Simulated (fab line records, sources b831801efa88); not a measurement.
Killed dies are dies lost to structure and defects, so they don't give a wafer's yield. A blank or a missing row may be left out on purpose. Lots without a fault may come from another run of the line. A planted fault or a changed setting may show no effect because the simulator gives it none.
Which tool did it? | flow sky130 | 13 lots, 39 wafers sampled, at 1 step of a route of 708

WHAT THE GAUGES READ, wafer by wafer
SKY_FIELD_ISO_THK_MEAS_04.
lot  | measured    | on            | FIELD_ISO_CVD_03_THK (nm)
L669 | day 1 13:29 | film_metro-01 | 164.5 164.9 164.1
L670 | day 1 18:48 | film_metro-04 | 164.3 165.8 166.2
L671 | day 2 03:38 | film_metro-04 | 167.1 166.2 167.1
L672 | day 2 07:59 | film_metro-02 | 166.3 166.4 165.1
L675 | day 2 20:11 | film_metro-01 | 167.4 168.0 167.2
L676 | day 3 01:08 | film_metro-04 | 168.3 167.0 167.3
L677 | day 3 06:06 | film_metro-01 | 166.5 165.4 165.6
L684 | day 4 18:00 | film_metro-01 | 166.3 166.3 165.8
L685 | day 4 22:32 | film_metro-04 | 164.8 165.6 164.8
L687 | day 5 08:10 | film_metro-04 | 167.0 168.1 166.2
L690 | day 5 23:35 | film_metro-02 | 164.9 163.6 165.2
L691 | day 6 06:23 | film_metro-04 | 164.6 166.5 166.0
L692 | day 6 10:36 | film_metro-01 | 164.4 166.9 166.1

WHICH TOOL RAN EACH LOT (tool, then ch and the chambers of the sampled wafers, then the start)
The record holds no process step before these readings.

WHAT THE TOOLS THEMSELVES READ (means of the sampled wafers that have a number; where no wafer has one, the mark that the record gives instead)
The record holds no such reading with a usual standard deviation.

THE ANSWER, worked out from the rows above alone
Rule: what is usual is taken from the lots themselves. Put in order of their means at a reading, lots are off if they are a third of the lots or fewer, leave a main group of 4 or more, and stand apart from it by a gap of 3 or more times the standard deviation of the main group's means; of several such gaps the widest counts. A main group whose means are all the same, to the digits that the tables above print for the reading, isn't used. A lot without any number at a reading at which 4 lots or more have one is off too. The other lots that the step has rows for count as sound. The gauges are gone through in route order, then the tools' own readings, and for those a lot's mean is taken as printed above. The first step at which some lot is off is used, and at that step the reading that is off furthest; a lot without a number counts as furthest.
No lot is off at any reading shown: from this, nothing can be told.

WHAT THE SIMULATOR HAD PUT IN
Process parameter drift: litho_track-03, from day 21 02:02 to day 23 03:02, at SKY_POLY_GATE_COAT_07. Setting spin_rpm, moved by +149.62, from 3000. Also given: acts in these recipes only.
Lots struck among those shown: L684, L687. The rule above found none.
